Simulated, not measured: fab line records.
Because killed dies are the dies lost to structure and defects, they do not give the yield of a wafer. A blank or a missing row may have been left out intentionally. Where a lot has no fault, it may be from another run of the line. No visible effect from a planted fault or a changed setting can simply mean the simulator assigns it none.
What tool caused it? + flow gf180mcu + 12 lots with 36 wafers sampled at 5 steps, on a route of 602 steps

## WHAT THE GAUGES READ, wafer by wafer
GF_DNWELL_TW_MEAS_09.
| lot  | measured    | on           | DNWELL_TW      |
|------|-------------|--------------|----------------|
| L232 | day 3 00:25 | filmMetro-01 | 1358 1363 1374 |
| L233 | day 3 03:16 | filmMetro-04 | 1337 1336 1333 |
| L235 | day 3 12:55 | filmMetro-02 | 1339 1341 1349 |
| L236 | day 3 21:23 | filmMetro-04 | 1338 1335 1343 |
| L237 | day 4 00:31 | filmMetro-01 | 1371 1365 1373 |
| L239 | day 4 07:34 | filmMetro-04 | 1337 1333 1338 |
| L243 | day 5 03:39 | filmMetro-04 | 1338 1338 1341 |
| L244 | day 5 11:47 | filmMetro-01 | 1697 1704 1694 |
| L246 | day 5 21:00 | filmMetro-01 | 1372 1366 1376 |
| L250 | day 6 17:56 | filmMetro-02 | 1674 1684 1691 |
| L251 | day 6 23:03 | filmMetro-04 | 1344 1345 1337 |
| L252 | day 7 04:35 | filmMetro-02 | 1341 1338 1341 |

GF_DUAL_GATE_THK_MEAS_03.
| lot  | measured     | on           | DUAL_GATE_OXIDATION_00_THK (nm) |
|------|--------------|--------------|---------------------------------|
| L232 | day 7 20:55  | filmMetro-04 | 11.02 10.88 10.85               |
| L233 | day 8 00:09  | filmMetro-04 | 11.09 10.96 11.12               |
| L235 | day 8 14:04  | filmMetro-02 | 10.78 10.88 10.86               |
| L236 | day 8 22:56  | filmMetro-04 | 11.12 10.96 11.23               |
| L237 | day 9 01:44  | filmMetro-02 | 11.06 10.79 10.95               |
| L239 | day 9 11:17  | filmMetro-03 | 11.17 11.06 11.04               |
| L243 | day 10 16:02 | filmMetro-02 | 11.42 11.26 11.35               |
| L244 | day 11 00:58 | filmMetro-04 | 10.84 10.94 11.04               |
| L246 | day 11 14:41 | filmMetro-04 | 10.90 10.81 11.05               |
| L250 | day 12 17:28 | filmMetro-03 | 10.98 10.92 11.10               |
| L251 | day 13 01:02 | filmMetro-02 | 11.08 10.93 10.76               |
| L252 | day 13 09:36 | filmMetro-02 | 11.10 10.93 10.88               |

## WHICH TOOL RAN EACH LOT (tool, then ch and the chambers of the sampled wafers, then the start)
| lot  | GF_STI_ETCH_13                   | GF_STI_ETCH_14                 | GF_DNWELL_IMPLANT_07           |
|------|----------------------------------|--------------------------------|--------------------------------|
| L232 | rieDiel-04 ch 1,2, day 2 05:32   | rieSi-02 ch 0,1,2, day 2 05:37 | implanter-03 ch 0, day 3 00:11 |
| L233 | rieDiel-04 ch 1,2, day 2 08:44   | rieSi-01 ch 1,2,3, day 2 08:49 | implanter-01 ch 0, day 3 03:04 |
| L235 | rieDiel-02 ch 0,3, day 2 16:33   | rieSi-01 ch 0,2,3, day 2 16:38 | implanter-01 ch 0, day 3 12:40 |
| L236 | rieDiel-03 ch 0,1, day 3 00:03   | rieSi-01 ch 0,2, day 3 00:08   | implanter-01 ch 0, day 3 21:08 |
| L237 | rieDiel-03 ch 2,3, day 3 04:56   | rieSi-01 ch 1,3, day 3 05:01   | implanter-04 ch 0, day 4 00:16 |
| L239 | rieDiel-03 ch 1,2,3, day 3 14:00 | rieSi-02 ch 0,2,3, day 3 14:05 | implanter-03 ch 0, day 4 07:20 |
| L243 | rieDiel-03 ch 0,2,3, day 4 09:56 | rieSi-01 ch 0,3, day 4 10:01   | implanter-03 ch 0, day 5 03:24 |
| L244 | rieDiel-02 ch 1,2,3, day 4 15:39 | rieSi-01 ch 2,3, day 4 15:44   | implanter-03 ch 0, day 5 11:11 |
| L246 | rieDiel-04 ch 1,2,3, day 5 01:02 | rieSi-02 ch 0,1, day 5 01:07   | implanter-01 ch 0, day 5 20:45 |
| L250 | rieDiel-04 ch 0,2,3, day 5 21:52 | rieSi-01 ch 1,2,3, day 5 21:57 | implanter-01 ch 0, day 6 17:18 |
| L251 | rieDiel-03 ch 1,2, day 6 03:23   | rieSi-01 ch 0,1,3, day 6 03:28 | implanter-04 ch 0, day 6 22:48 |
| L252 | rieDiel-02 ch 0,1,2, day 6 08:25 | rieSi-01 ch 0,1,2, day 6 08:30 | implanter-01 ch 0, day 7 04:22 |
- GF_STI_ETCH_13: etches the open film in CHF3/O2, stops on Si, target depth 282.31 nm, time 112.9 s.
- GF_STI_ETCH_14: etches Si in HBr/Cl2/O2, target depth 360 nm, time 102.9 s.
- GF_DNWELL_IMPLANT_07

## WHAT THE TOOLS THEMSELVES READ (means of the sampled wafers that have a number; where no wafer has one, the mark that the record gives instead)
GF_STI_ETCH_13.
| lot  | tool       | chamberPressureMTorr (mTorr) | drypumpMotorCurrentA (A) | oesProductAu (a.u.) | rfFwdPowerW (W) | throttleValvePct (%) |
|------|------------|------------------------------|--------------------------|---------------------|-----------------|----------------------|
| L232 | rieDiel-04 | 39.98                        | 6.4                      | 0.835               | 597.3           | 8.807                |
| L233 | rieDiel-04 | 39.99                        | 6.5                      | 0.831               | 597.0           | 8.802                |
| L235 | rieDiel-02 | 40.00                        | 5.8                      | 0.828               | 598.2           | 8.809                |
| L236 | rieDiel-03 | 40.00                        | 6.1                      | 0.835               | 596.8           | 8.821                |
| L237 | rieDiel-03 | 40.03                        | 5.5                      | 0.839               | 595.9           | 8.818                |
| L239 | rieDiel-03 | 39.98                        | 5.7                      | 0.839               | 597.1           | 8.812                |
| L243 | rieDiel-03 | 39.98                        | 6.0                      | 0.838               | 595.7           | 8.805                |
| L244 | rieDiel-02 | 40.00                        | 6.0                      | 0.836               | 597.6           | 8.810                |
| L246 | rieDiel-04 | 39.99                        | 6.2                      | 0.830               | 597.0           | 8.809                |
| L250 | rieDiel-04 | 40.01                        | 6.3                      | 0.834               | 596.4           | 8.820                |
| L251 | rieDiel-03 | 40.00                        | 5.5                      | 0.830               | 596.0           | 8.803                |
| L252 | rieDiel-02 | 39.98                        | 6.0                      | 0.832               | 597.1           | 8.816                |

GF_STI_ETCH_14.
| lot  | tool     | chamberPressureMTorr (mTorr) | drypumpMotorCurrentA (A) | oesProductAu (a.u.) | rfFwdPowerW (W) | throttleValvePct (%) |
|------|----------|------------------------------|--------------------------|---------------------|-----------------|----------------------|
| L232 | rieSi-02 | 15.007                       | 6.1                      | 1.005               | 596.6           | 25.661               |
| L233 | rieSi-01 | 14.994                       | 6.0                      | 1.003               | 596.9           | 25.666               |
| L235 | rieSi-01 | 14.999                       | 5.6                      | 1.000               | 596.4           | 25.656               |
| L236 | rieSi-01 | 15.046                       | 5.7                      | 0.996               | 594.4           | 25.654               |
| L237 | rieSi-01 | 15.004                       | 6.1                      | 0.997               | 597.7           | 25.666               |
| L239 | rieSi-02 | 14.997                       | 6.2                      | 1.007               | 597.3           | 25.655               |
| L243 | rieSi-01 | 15.012                       | 5.3                      | 0.997               | 595.5           | 25.661               |
| L244 | rieSi-01 | 14.995                       | 6.0                      | 1.003               | 597.1           | 25.648               |
| L246 | rieSi-02 | 15.006                       | 6.2                      | 1.004               | 597.7           | 25.652               |
| L250 | rieSi-01 | 14.994                       | 6.0                      | 0.997               | 595.1           | 25.657               |
| L251 | rieSi-01 | 15.002                       | 5.7                      | 1.001               | 597.3           | 25.647               |
| L252 | rieSi-01 | 14.999                       | 6.1                      | 0.995               | 597.1           | 25.667               |

GF_DNWELL_IMPLANT_07.
| lot  | tool         | endStationPressureTorr (Torr) |
|------|--------------|-------------------------------|
| L232 | implanter-03 | 4.85e-06                      |
| L233 | implanter-01 | 5.02e-06                      |
| L235 | implanter-01 | 5.04e-06                      |
| L236 | implanter-01 | 5.08e-06                      |
| L237 | implanter-04 | 5.31e-06                      |
| L239 | implanter-03 | 4.77e-06                      |
| L243 | implanter-03 | 5.17e-06                      |
| L244 | implanter-03 | 4.95e-06                      |
| L246 | implanter-01 | 5.07e-06                      |
| L250 | implanter-01 | 4.78e-06                      |
| L251 | implanter-04 | 5.14e-06                      |
| L252 | implanter-01 | 5.43e-06                      |

## THE ANSWER, worked out from the rows above alone
Rule: what is usual is taken from the lots themselves. Put in order of their means at a reading, lots are off if they are a third of the lots or fewer, leave a main group of 4 or more, and stand apart from it by a gap of 3 or more times the standard deviation of the main group's means; of several such gaps the widest counts. A main group is skipped when, at the precision printed for the reading in the tables above, its means are all equal. A lot without any number at a reading at which 4 lots or more have one is off too. The other lots that the step has rows for count as sound. The gauges are gone through in route order, then the tools' own readings, and for those a lot's mean is taken as printed above. At the first step where some lot is off, the reading lying furthest off is the one used; lots without a number count as furthest.
Off: L244, L250, seen at GF_DNWELL_TW_MEAS_09 (DNWELL_TW). Main group: mean 1348, sd 14.
A tool fits if, at a process step before that reading, it ran every lot that is off, and no sound lot after the first of them. The gauges at GF_DNWELL_TW_MEAS_09 are tried like those tools. No candidate that was tried fits.

## WHAT THE SIMULATOR HAD INSERTED
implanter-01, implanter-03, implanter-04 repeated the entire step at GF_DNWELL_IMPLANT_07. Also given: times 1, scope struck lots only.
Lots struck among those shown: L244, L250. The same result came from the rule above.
